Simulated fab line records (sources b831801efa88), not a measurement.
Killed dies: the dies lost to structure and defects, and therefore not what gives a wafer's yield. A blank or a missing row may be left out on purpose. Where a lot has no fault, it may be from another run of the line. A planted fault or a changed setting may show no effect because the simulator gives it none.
One fault through the eyes of 2 desks | flow gf180mcu | each desk has only its own numbers; what lay behind them comes last

## FROM THE METROLOGY DESK
What the gauges read, lot by lot, whatever tool the lot ran on: means of the sampled wafers that have a number. A lot is out of limits, marked OUT, if its mean lies more than 4 standard deviations from the usual mean; the brackets give that distance.
Columns: A = cdNm at GF_NSD_CD_MEAS_07, usual 400.1 nm; B = CONTACT_CVD_00_THK at GF_CONTACT_THK_MEAS_01, usual 301 nm
lot  | first seen here | A     | B
L768 | day 13 09:35    | 403.8 | 305
L769 | day 13 12:19    | 399.6 | 300
L771 | day 14 16:19    | 400.2 | 305
L772 | day 14 22:30    | 397.4 | 304
L775 | day 15 20:28    | 400.9 | 301
L776 | day 16 03:10    | 398.4 | 301
L777 | day 16 07:54    | 399.7 | 301
L780 | day 17 12:00    | 395.1 | 299
L781 | day 17 20:11    | 401.0 | 298
L786 | day 19 16:25    | 393.6 | 301
L788 | day 20 02:39    | 391.7 | 302
This desk found nothing out of limits on any of the 11 lots.

## AT THE TOOL OWNER'S DESK: lithoTrack-04
The tool's own readings at GF_NSD_COAT_02 (resist thk 1000 nm): means of the sampled wafers that have a number, for each lot that ran on this tool. A lot is out of limits, marked OUT, if its mean lies more than 4 standard deviations from the usual mean; the brackets give that distance.
Columns: A = spinSpeedRpm at GF_NSD_COAT_02, usual 2999.9 rpm
lot  | first seen here | A
L768 | day 12 23:17    | 2998.7
L769 | day 13 02:23    | 3001.5
L771 | day 14 06:02    | 2998.9
L775 | day 15 10:07    | 2999.1
L777 | day 15 20:46    | 3000.1
L786 | day 19 03:47    | 2572.3 (-99 or more) OUT
L788 | day 19 14:09    | 2573.8 (-99 or more) OUT
This desk's verdict: out of limits on L786, L788, starting with L786 at day 19 03:47 (spinSpeedRpm at GF_NSD_COAT_02). L768, L769, L771, L775, L777 stayed within limits.

## TAKEN TOGETHER
The tool owner's desk could have raised an alarm at day 19 03:47, on L786, L788.
Metrology desk: nothing out of limits seen.
The metrology desk has L786, L788 on record, within its limits.
GF_NSD_COAT_02 was run on lithoTrack-04 by each of the lots named.

## WHAT THE SIMULATOR HAD PUT IN
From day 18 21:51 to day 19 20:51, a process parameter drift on lithoTrack-04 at GF_NSD_COAT_02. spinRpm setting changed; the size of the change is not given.
Shown lots that were struck: L786, L788.
Hours from the fault's start to each desk's first reading out of limits: the tool owner's desk, 6.
